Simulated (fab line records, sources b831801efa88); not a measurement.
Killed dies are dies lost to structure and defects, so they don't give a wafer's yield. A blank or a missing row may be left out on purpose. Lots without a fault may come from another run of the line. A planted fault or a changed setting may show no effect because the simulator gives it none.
Chamber matching | flow gf180mcu | GF_STI_CMP_25 on cmp-01: 4 sister chambers
The step polishes, stops on Si3N4, t overpolish 33 s, target thk 524.6 nm. 8 wafers are shown with their chamber, then 9 later ones without.

WAFERS WITH THEIR CHAMBER
wafer  | chamber | motor_current_A (A) | time_to_endpoint_s (s)
L846.4 | 1       | 12.8                | 121
L846.6 | 1       | 12.6                | 122
L847.2 | 3       | 9.4                 | 125
L847.3 | 2       | 12.5                | 136
L847.4 | 0       | 10.1                | 124
L848.2 | 0       | 10.2                | 116
L848.5 | 3       | 9.6                 | 123
L848.6 | 2       | 12.4                | 127

WAFERS WITHOUT THEIR CHAMBER
wafer  | motor_current_A (A) | time_to_endpoint_s (s)
L849.1 | 12.6                | 125
L849.3 | 12.8                | 125
L849.5 | 9.5                 | 118
L850.1 | 10.0                | 125
L850.2 | 13.4                | 122
L850.6 | 10.2                | 121
L851.3 | 13.4                | 123
L851.4 | 9.8                 | 123
L851.5 | 9.8                 | 123

WHICH CHAMBER EACH WENT THROUGH
wafer  | from the rows above     | in truth
L849.1 | can't be placed: 1 or 2 | 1
L849.3 | 1                       | 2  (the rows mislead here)
L849.5 | 3                       | 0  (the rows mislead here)
L850.1 | 0                       | 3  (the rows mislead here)
L850.2 | 1                       | 1
L850.6 | 0                       | 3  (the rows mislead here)
L851.3 | 1                       | 1
L851.4 | can't be placed: 3 or 0 | 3
L851.5 | can't be placed: 3 or 0 | 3
Placed correctly: 2 of 9. Can't be placed from these rows: 3 (the true chamber is among the candidates in 3). Placed wrongly: 4.
How it was worked out, from the rows above alone: a wafer's distance from a chamber is the root of the sum, over the readings, of the square of ((its reading less the chamber's mean) divided by the reading's scatter). The wafer belongs to the nearest chamber; if the next one is less than 2 further off, it can't be placed. A chamber's mean is the mean of its shown wafers. The scatter: the root of (the sum of the squares of (reading less its chamber's mean) over the shown wafers, divided by (wafers less chambers)).
